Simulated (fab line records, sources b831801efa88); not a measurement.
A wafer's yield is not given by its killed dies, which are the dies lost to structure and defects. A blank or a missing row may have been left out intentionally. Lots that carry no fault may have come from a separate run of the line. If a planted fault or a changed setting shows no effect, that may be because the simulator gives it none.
A struck lot beside a sound one | flow sky130 | 17 steps out of a route of 708
Sound: wafers L464.2, L464.3, L464.4. Struck: wafers L477.2, L477.4, L477.6. Last of all comes the cause.
Per side, at each step with rows, come the tool, then ch with its chambers, and then its first start. Under that, the readings that differ: sound wafers | struck wafers | difference of the means | sigmas: that difference in standard deviations of wafers without a fault.
alike: readings with means less than 2 such deviations apart, plus words and numbers identical on both sides. not compared: withheld readings, readings lacking a value on some wafer, bounds such as >300 that could conceal the same value, and numbers that have no deviation in the record and whose values overlap.
The two part at a step that has a row with sigmas, a row that says differs or no value, or rows on one side only. Numbers that don't overlap but have no deviation are shown without sigmas and don't part them. Lack of a reading on every wafer of one side parts them only where that side has two or more wafers.

first, 1 step without rows for these wafers: SKY_LDD_N_IMPLANT_15.
SKY_LDD_N_STRIP_16: strips in O2/N2.
  sound on plasma_asher-04 ch 0,1, day 20 11:50; struck on plasma_asher-03 ch 0,1, day 24 20:23
  alike: drypump_motor_current_A, oes_product_au, strip_time_to_endpoint_s
  not compared: rf_hours_counter_h
SKY_LDD_N_TW_MEAS_17:
  sound: film_metro-02 at day 20 11:57; struck: film_metro-02 at day 24 20:30
  alike: LDD_N_TW
then, 7 steps without rows for these wafers: SKY_LDD_P_DEHYDRATE_00 (time 60 s); SKY_LDD_P_HMDS_01 (prime time 60 s); SKY_LDD_P_COAT_02 (resist thk 1140 nm); SKY_LDD_P_SOFTBAKE_03 (time 60 s); SKY_LDD_P_EXPOSE_04 (exposes mask PSDM, target cd 380 nm); SKY_LDD_P_PEB_05; SKY_LDD_P_DEVELOP_06 (develop time 60 s).
SKY_LDD_P_CD_MEAS_07 targets a cd of 380 nm.
  sound: cd_sem-01 at day 21 19:41; struck: cd_sem-01 at day 26 02:05
  reading    | sound             | struck            | difference | sigmas
  cd_nm (nm) | 376.9 374.4 374.0 | 381.4 382.7 382.8 | +7.2       | +3
SKY_LDD_P_OVL_MEAS_08:
  sound: overlay-02 at day 21 19:47; struck: overlay-02 at day 26 02:11
  alike: LDD_P_OVL
SKY_LDD_P_IMPLANT_09:
  sound on implanter-03 ch 0, day 21 19:50; struck on implanter-03 ch 0, day 26 02:14
  reading            | sound           | struck         | difference | sigmas
  beam_on_s (s)      | 9.79 9.85 10.18 | 7.85 7.51 7.60 | -2.29      | -11
  faraday_current_uA | 57.4 57.2 55.3  | 71.7 74.9 73.8 | +16.8      | +15
SKY_LDD_P_STRIP_10: strips in O2/N2.
  sound on plasma_asher-01 ch 0,1, day 21 19:58; struck on plasma_asher-04 ch 0,1, day 26 02:22
  alike: drypump_motor_current_A, oes_product_au, strip_time_to_endpoint_s
  not compared: rf_hours_counter_h
SKY_LDD_P_TW_MEAS_11:
  sound: film_metro-03 at day 21 20:04; struck: film_metro-01 at day 26 02:28
  reading  | sound       | struck      | difference | sigmas
  LDD_P_TW | 637 637 639 | 582 579 581 | -57        | -12
then, 1 step without rows for these wafers: SKY_LDD_HVN_DEHYDRATE_00 (time 60 s).
-- here the record skips 24 days between the struck wafers' starts before and after, leaving off in module LDD_HVN and picking up in module PAD_OPEN (first step shown: number 708 of the route) --
SKY_PAD_OPEN_PROBE_99:
  sound: prober-02 at day 47 19:42; struck: prober-02 at day 50 09:08
  reading                     | sound          | struck         | difference | sigmas
  model.etest.tip_p.rs_ohm_sq | 6892 6938 6916 | 8445 8500 8403 | +1534      |
  alike: killed_at_M0_to_M3, killed_at_M4_up, killed_at_contacts, killed_at_front_end, killed_at_other, killed_dies, killed_open, killed_short
  not compared: model.etest.tip_p.rs_ohm_sq_range

== WHERE THEY PART ==
First at SKY_LDD_P_CD_MEAS_07; last, within this record, at SKY_LDD_P_TW_MEAS_11. Later steps at which nothing parts them and some readings are alike: SKY_PAD_OPEN_PROBE_99.

WHY: whatever the simulator had introduced
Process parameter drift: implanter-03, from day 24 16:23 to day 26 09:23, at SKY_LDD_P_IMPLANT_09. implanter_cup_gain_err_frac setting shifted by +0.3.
